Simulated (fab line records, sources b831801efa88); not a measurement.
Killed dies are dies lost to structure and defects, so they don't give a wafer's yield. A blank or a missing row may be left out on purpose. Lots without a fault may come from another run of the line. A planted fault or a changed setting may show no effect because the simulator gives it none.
Which tool did it? | flow sky130 | 12 lots, 36 wafers sampled, at 5 steps of a route of 708

WHAT THE GAUGES READ, wafer by wafer
SKY_LI_CONTACT_CD_MEAS_12: target cd 170 nm. Usual: cd_nm 170.2 nm, standard deviation 1.7.
lot  | measured     | on        | cd_nm (nm)        | flag
L117 | day 28 14:29 | cd_sem-01 | 173.4 173.3 173.7 |
L118 | day 29 05:17 | cd_sem-01 | 170.0 170.3 170.1 |
L120 | day 31 08:50 | cd_sem-01 | 171.2 171.9 171.9 |
L121 | day 31 10:00 | cd_sem-02 | 169.3 170.6 170.0 |
L122 | day 31 14:01 | cd_sem-02 | 168.1 167.6 168.1 |
L126 | day 32 02:17 | cd_sem-02 | 171.5 172.1 172.2 |
L125 | day 32 02:40 | cd_sem-01 | 169.5 170.4 170.2 |
L127 | day 32 08:11 | cd_sem-02 | 169.5 168.6 169.2 |
L128 | day 32 18:06 | cd_sem-02 | 171.1 171.4 171.5 |
L132 | day 34 01:59 | cd_sem-02 | 169.9 169.2 169.0 |
L133 | day 34 17:32 | cd_sem-02 | 168.7 169.5 169.2 |
L135 | day 35 05:10 | cd_sem-02 | 169.7 169.7 170.2 |

SKY_CONTACT_THK_MEAS_03. Usual: CONTACT_HDPCVD_THK 566 nm, standard deviation 6.
lot  | measured     | on            | CONTACT_HDPCVD_THK (nm) | flag
L117 | day 29 20:20 | film_metro-04 | 555 554 548             |
L118 | day 30 11:38 | film_metro-04 | 563 559 559             |
L120 | day 32 14:11 | film_metro-04 | 570 571 575             |
L121 | day 32 16:23 | film_metro-04 | 572 571 574             |
L122 | day 32 20:24 | film_metro-04 | 566 566 568             |
L126 | day 33 08:58 | film_metro-01 | 565 561 569             |
L125 | day 33 09:10 | film_metro-02 | 566 572 564             |
L127 | day 33 12:55 | film_metro-01 | 577 577 571             |
L128 | day 33 22:38 | film_metro-01 | 567 574 577             |
L132 | day 35 07:05 | film_metro-01 | 569 932 565             | OFF
L133 | day 35 22:26 | film_metro-01 | 562 563 923             | OFF
L135 | day 36 09:52 | film_metro-01 | 567 570 568             |

WHICH TOOL RAN EACH LOT (tool, then ch and the chambers of the sampled wafers, then the start)
lot  | SKY_LI_CONTACT_SPUTTER_20    | SKY_LI_CONTACT_CVD_21         | SKY_CONTACT_HDPCVD_02
L117 | pvd_sputter-03, day 28 15:09 | cvd_w-01 ch 0,1, day 28 15:13 | hdpcvd-02 ch 0,1, day 29 20:16
L118 | pvd_sputter-02, day 29 05:56 | cvd_w-02 ch 0,1, day 29 06:00 | hdpcvd-01 ch 0,2, day 30 11:34
L120 | pvd_sputter-03, day 31 09:29 | cvd_w-01 ch 0,1, day 31 09:32 | hdpcvd-02 ch 1,2, day 32 14:06
L121 | pvd_sputter-02, day 31 10:38 | cvd_w-01 ch 0,1, day 31 10:42 | hdpcvd-02 ch 1,2, day 32 16:19
L122 | pvd_sputter-03, day 31 14:38 | cvd_w-02 ch 0,1, day 31 14:44 | hdpcvd-02 ch 1,2, day 32 20:19
L126 | pvd_sputter-02, day 32 03:06 | cvd_w-01 ch 0,1, day 32 03:10 | hdpcvd-02 ch 0,1,2, day 33 08:53
L125 | pvd_sputter-01, day 32 03:17 | cvd_w-01 ch 0,1, day 32 03:23 | hdpcvd-01 ch 0,2, day 33 09:05
L127 | pvd_sputter-01, day 32 08:51 | cvd_w-01 ch 0,1, day 32 08:55 | hdpcvd-02 ch 0,1, day 33 12:50
L128 | pvd_sputter-02, day 32 18:44 | cvd_w-01 ch 0,1, day 32 18:48 | hdpcvd-01 ch 0,1, day 33 22:34
L132 | pvd_sputter-01, day 34 02:36 | cvd_w-01 ch 0,1, day 34 02:42 | hdpcvd-02 ch 0,1, day 35 07:00
L133 | pvd_sputter-01, day 34 18:12 | cvd_w-02 ch 0,1, day 34 18:16 | hdpcvd-02 ch 0,1, day 35 22:22
L135 | pvd_sputter-02, day 35 05:50 | cvd_w-01 ch 0,1, day 35 05:55 | hdpcvd-01 ch 0,1,2, day 36 09:47
- SKY_LI_CONTACT_SPUTTER_20: material TiN, target thk 20 nm, time 80 s.
- SKY_LI_CONTACT_CVD_21: deposits W, target thk 400 nm, time 120.56 s.
- SKY_CONTACT_HDPCVD_02: deposits SiO2, target thk 565 nm, time 94.2 s.

WHAT THE TOOLS THEMSELVES READ (means of the sampled wafers that have a number; where no wafer has one, the mark that the record gives instead)
SKY_LI_CONTACT_SPUTTER_20. Usual: throttle_valve_pct 29.7 %, standard deviation 1.
lot  | tool           | throttle_valve_pct (%) | flag
L117 | pvd_sputter-03 | 29.1                   |
L118 | pvd_sputter-02 | 30.2                   |
L120 | pvd_sputter-03 | 29.7                   |
L121 | pvd_sputter-02 | 30.3                   |
L122 | pvd_sputter-03 | 28.9                   |
L126 | pvd_sputter-02 | 29.5                   |
L125 | pvd_sputter-01 | 29.8                   |
L127 | pvd_sputter-01 | 30.0                   |
L128 | pvd_sputter-02 | 30.5                   |
L132 | pvd_sputter-01 | 29.8                   |
L133 | pvd_sputter-01 | 29.2                   |
L135 | pvd_sputter-02 | 29.6                   |

SKY_LI_CONTACT_CVD_21. Usual: heater_power_w 849 W, standard deviation 95.
lot  | tool     | heater_power_w (W) | flag
L117 | cvd_w-01 | 826                |
L118 | cvd_w-02 | 797                |
L120 | cvd_w-01 | 811                |
L121 | cvd_w-01 | 817                |
L122 | cvd_w-02 | 812                |
L126 | cvd_w-01 | 812                |
L125 | cvd_w-01 | 887                |
L127 | cvd_w-01 | 893                |
L128 | cvd_w-01 | 810                |
L132 | cvd_w-01 | 824                |
L133 | cvd_w-02 | 859                |
L135 | cvd_w-01 | 822                |

THE ANSWER, worked out from the rows above alone
Rule: a lot is off if the mean of its wafers that have a number lies more than 3 standard deviations from the usual mean. A lot without any number at a reading at which 4 lots or more have one is off too. The other lots that the step has rows for count as sound. The gauges are gone through in route order, then the tools' own readings, and for those a lot's mean is taken as printed above. The first step at which some lot is off is used, and at that step the reading that is off furthest; a lot without a number counts as furthest.
Off: L132, L133, at SKY_CONTACT_THK_MEAS_03 (CONTACT_HDPCVD_THK).
A tool fits if, at a process step before that reading, it ran every lot that is off, and no sound lot after the first of them. The gauges at SKY_CONTACT_THK_MEAS_03 are tried like those tools. Can't be told from this: 2 tools fit, pvd_sputter-01 at SKY_LI_CONTACT_SPUTTER_20, hdpcvd-02 at SKY_CONTACT_HDPCVD_02.

WHAT THE SIMULATOR HAD PUT IN
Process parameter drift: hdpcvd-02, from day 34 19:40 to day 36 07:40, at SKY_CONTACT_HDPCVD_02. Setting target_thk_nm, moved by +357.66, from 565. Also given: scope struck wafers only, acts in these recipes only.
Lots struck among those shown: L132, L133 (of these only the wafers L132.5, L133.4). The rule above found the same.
